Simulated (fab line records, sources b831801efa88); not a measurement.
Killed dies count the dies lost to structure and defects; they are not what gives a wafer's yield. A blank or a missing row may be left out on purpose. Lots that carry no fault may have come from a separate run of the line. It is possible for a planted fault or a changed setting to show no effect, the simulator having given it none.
A struck lot beside a sound one | flow gf180mcu | 26 steps out of a route of 602
Sound: the wafers L343.3, L343.4, L343.6. Struck: wafers L347.3, L347.5, L347.6. The cause is given at the end.
At each step with rows: each side's tool, then ch and its chambers, then its first start. Under that, the readings that differ: sound wafers | struck wafers | difference of the means | sigmas: that difference in standard deviations of wafers without a fault.
alike: same words and numbers on both sides, and readings whose means sit less than 2 such deviations apart. not compared: any withheld reading, any reading some wafer has no value for, any bound like >300 that may hide the same value, and any number with overlapping values for which the record gives no deviation.
The two part at a step that has a row with sigmas, a row that says differs or no value, or rows on one side only. Numbers that don't overlap but have no deviation are shown without sigmas and don't part them. Lack of a reading on every wafer of one side parts them only where that side has two or more wafers.

first, 6 steps without rows for these wafers: GF_TOP_METAL_HMDS_08 (prime time 60 s); GF_TOP_METAL_COAT_09 (resist thk 1500 nm); GF_TOP_METAL_SOFTBAKE_10 (time 60 s); GF_TOP_METAL_EXPOSE_11 (exposes mask MetalTop, target cd 440 nm); GF_TOP_METAL_PEB_12; GF_TOP_METAL_DEVELOP_13 (develop time 60 s).
GF_TOP_METAL_CD_MEAS_14: the cd target is 440 nm.
  sound: cd-sem-01 at day 30 13:19; struck: cd-sem-02 at day 31 14:09
  reading    | sound             | struck            | difference | sigmas
  cd-nm (nm) | 445.2 443.0 445.3 | 438.9 438.2 440.2 | -5.4       | -2
GF_TOP_METAL_OVL_MEAS_15:
  sound: overlay-02 at day 30 13:25; struck: overlay-02 at day 31 14:14
  alike: TOP_METAL_OVL
GF_TOP_METAL_METAL_ETCH_16: etches the open film in Cl2/BCl3, stops on SiO2, target depth 1077.5 nm, time 179.6 s.
  sound on rie-metal-04 ch 0,1, day 30 13:30; struck on rie-metal-03 ch 1, day 31 14:23
  alike: drypump-motor-current-A, oes-product-au, throttle-valve-pct
  not compared: rf-hours-counter-h
GF_TOP_METAL_STRIP_17: strips in O2/N2.
  sound on plasma-asher-01 ch 0,1, day 30 13:39; struck on plasma-asher-01 ch 0,1, day 31 14:39
  reading                      | sound             | struck            | difference | sigmas
  strip-time-to-endpoint-s (s) | 13.61 13.46 13.47 | 13.28 13.22 13.32 | -0.24      | -2
  alike: drypump-motor-current-A, heater-power-w, oes-product-au
  not compared: rf-hours-counter-h
then, 2 steps without rows for these wafers: GF_TOP_METAL_STRIP_18 (strips in post etch residue remover, time 1200 s); GF_TOP_METAL_CLEAN_19 (cleans in DIW).
GF_PASSIVATION_CVD_00: deposits SiO2 from TEOS, target thk 1000 nm, time 111.95 s.
  sound on pecvd-04 ch 1,2, day 30 14:11; struck on pecvd-04 ch 0,1, day 31 15:09
  reading                                      | sound             | struck            | difference | sigmas
  rf-fwd-power-W (W)                           | 599.3 597.3 599.1 | 502.3 500.0 497.9 | -98.5      | -47
  model.SiO2_of_PASSIVATION_CVD_00.thk-nm (nm) | 1015 1015 1014    | 961.7 974.7 971.5 | -45.4      |
  alike: heater-power-w
  not compared: since-wet-clean-h
GF_PASSIVATION_THK_MEAS_01:
  sound: film-metro-03 at day 30 14:17; struck: film-metro-02 at day 31 15:15
  reading                     | sound          | struck      | difference | sigmas
  PASSIVATION_CVD_00_THK (nm) | 1016 1015 1014 | 962 975 971 | -46        | -3
GF_PASSIVATION_CVD_02: deposits Si3N4, target thk 700 nm, time 486.18 s.
  sound on pecvd-03 ch 0,2, day 30 14:20; struck on pecvd-03 ch 0,1,2, day 31 15:17
  alike: heater-power-w, rf-fwd-power-W
  not compared: since-wet-clean-h
GF_PASSIVATION_THK_MEAS_03:
  sound: film-metro-01 at day 30 14:38; struck: film-metro-03 at day 31 15:35
  alike: PASSIVATION_CVD_02_THK
then, 7 steps without rows for these wafers: GF_PASSIVATION_DEHYDRATE_04 (time 60 s); GF_PASSIVATION_HMDS_05 (prime time 60 s); GF_PASSIVATION_COAT_06 (resist thk 4000 nm); GF_PASSIVATION_SOFTBAKE_07; GF_PASSIVATION_EXPOSE_08 (exposes mask Pad, target cd 40000 nm); GF_PASSIVATION_PEB_09; GF_PASSIVATION_DEVELOP_10 (develop time 60 s).
GF_PASSIVATION_ETCH_11: etches the open film in CF4/O2, stops on TiN, target depth 1800 nm, time 400 s.
  sound on rie-diel-04 ch 1,2,3, day 31 08:08; struck on rie-diel-04 ch 0,3, day 32 08:52
  reading                                 | sound          | struck         | difference | sigmas
  model.PASSIVATION.feature-depth-nm (nm) | 1706 1726 1717 | 1663 1681 1677 | -43        |
  model.etch.depth-nm (nm)                | 1706 1726 1717 | 1663 1681 1677 | -43        |
  alike: drypump-motor-current-A, oes-product-au, throttle-valve-pct
  not compared: rf-hours-counter-h
GF_PASSIVATION_STRIP_12: strips in O2/N2.
  sound on plasma-asher-04 ch 0,1, day 31 08:25; struck on plasma-asher-01 ch 0,1, day 32 09:09
  alike: drypump-motor-current-A, heater-power-w, oes-product-au, strip-time-to-endpoint-s
  not compared: rf-hours-counter-h
next, for these wafers, 1 step has no rows: GF_PASSIVATION_PROBE_99.

== WHERE THEY PART ==
Earliest at GF_TOP_METAL_CD_MEAS_14; latest, in this record, at GF_PASSIVATION_THK_MEAS_01. Later steps at which nothing parts them and some readings are alike: GF_PASSIVATION_CVD_02, GF_PASSIVATION_THK_MEAS_03, GF_PASSIVATION_ETCH_11, GF_PASSIVATION_STRIP_12.

WHY: what the simulator had put in
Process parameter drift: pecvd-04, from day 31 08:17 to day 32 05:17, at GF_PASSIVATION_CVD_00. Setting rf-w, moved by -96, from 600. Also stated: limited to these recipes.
